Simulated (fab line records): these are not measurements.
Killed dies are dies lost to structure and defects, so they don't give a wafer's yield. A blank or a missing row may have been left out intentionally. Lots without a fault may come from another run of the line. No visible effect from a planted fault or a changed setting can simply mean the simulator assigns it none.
Problem report, 8D (eight disciplines) form, completed by code -- flow gf180mcu -- the parts of the form that need people (team, actions taken, sign-off) are left out

## 1. THE PROBLEM
Wafers free of any fault read -1.1 nm (standard deviation 1.6) for VT_IMPLANT_03_OVL at GF_VT_IMPLANT_OVL_MEAS_40, against a mean of -109.8 nm on 12 wafers of 4 lots. That puts it -68 standard deviations away from the usual mean.
First observed at day 10 01:13: wafer L929.2, on overlay-02. At this step, 45 wafers from 15 lots have a number in the record. Rule for "out", or "out of limits": more than 4 standard deviations from the usual mean. All remaining wafers that have a number are taken as sound.

## 2. WHAT THIS IS AND IS NOT
question,is,is not
which readings at this step,VT_IMPLANT_03_OVL,-
which lots,"L929, L935, L936, L937","L920, L921, L922, L925, L926, L927, L928, L930, L939, L941, L943"
which wafers of those lots,all that have a number,-
read on which gauges,"overlay-01, overlay-02",-
when,from day 10 01:13,"up to then (21 sound wafers); but 12 sound wafers of L930, L939, L941, L943 came after"

## 3. SUSPECTS, AND WHAT RULES EACH OUT
Counting: a tool at a process step up to the reading stays a suspect if it ran every lot that is out and no sound lot after the first of them.
- the gauge at GF_VT_IMPLANT_OVL_MEAS_40 has been ruled out. The wafers that are out were read on 2 gauges (overlay-01, overlay-02).
- iline-stepper-01 at GF_VT_IMPLANT_EXPOSE_37 (exposes mask Nwell HV AREA, target cd 860 nm): kept. It ran every lot that is out, first L929 (day 9 17:07), and no sound lot after that; its last sound lot up to then is L928 (day 9 09:47).
The count leaves iline-stepper-01 at GF_VT_IMPLANT_EXPOSE_37.

## 4. THE CAUSE (what the simulator had put in)
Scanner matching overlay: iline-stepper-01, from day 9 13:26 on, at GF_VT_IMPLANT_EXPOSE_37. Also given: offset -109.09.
After counting, this tool was the only one left.

## 5. THE EFFECT CHAIN, in route order
Rows list readings where the struck wafers' mean (over those with a number) sits beyond 3 standard deviations from the usual. Readings are gone through only where the record gives a usual standard deviation; hours: the median, over the lots, of the time from a lot's start at the first step in this table giving one to that lot's start at this step; sigmas: the change measured in usual standard deviations.
hours,step,reading,usual,on struck wafers,change,sigmas
0,GF_VT_IMPLANT_OVL_MEAS_40,VT_IMPLANT_03_OVL,-1.1 nm,-109.8,-108.7,-68
At these later measuring or inspecting steps, every struck wafer for which the step has a row has a number for every such reading, and none has moved that far: GF_POLY_GATE_CD_MEAS_10, GF_POLY_GATE_CD_MEAS_18.

## 6. HOW IT WOULD HAVE BEEN CAUGHT EARLIER
Counted from the fault's start at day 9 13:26, it took 12 hours until the first out-of-limits reading at a measuring or inspecting step in this record, taken at day 10 01:13.
Of the lots that are out (4), L935, L936, L937 began GF_VT_IMPLANT_EXPOSE_37 on iline-stepper-01 after day 10 01:13. A hold on the tool at that time would have spared those 3.
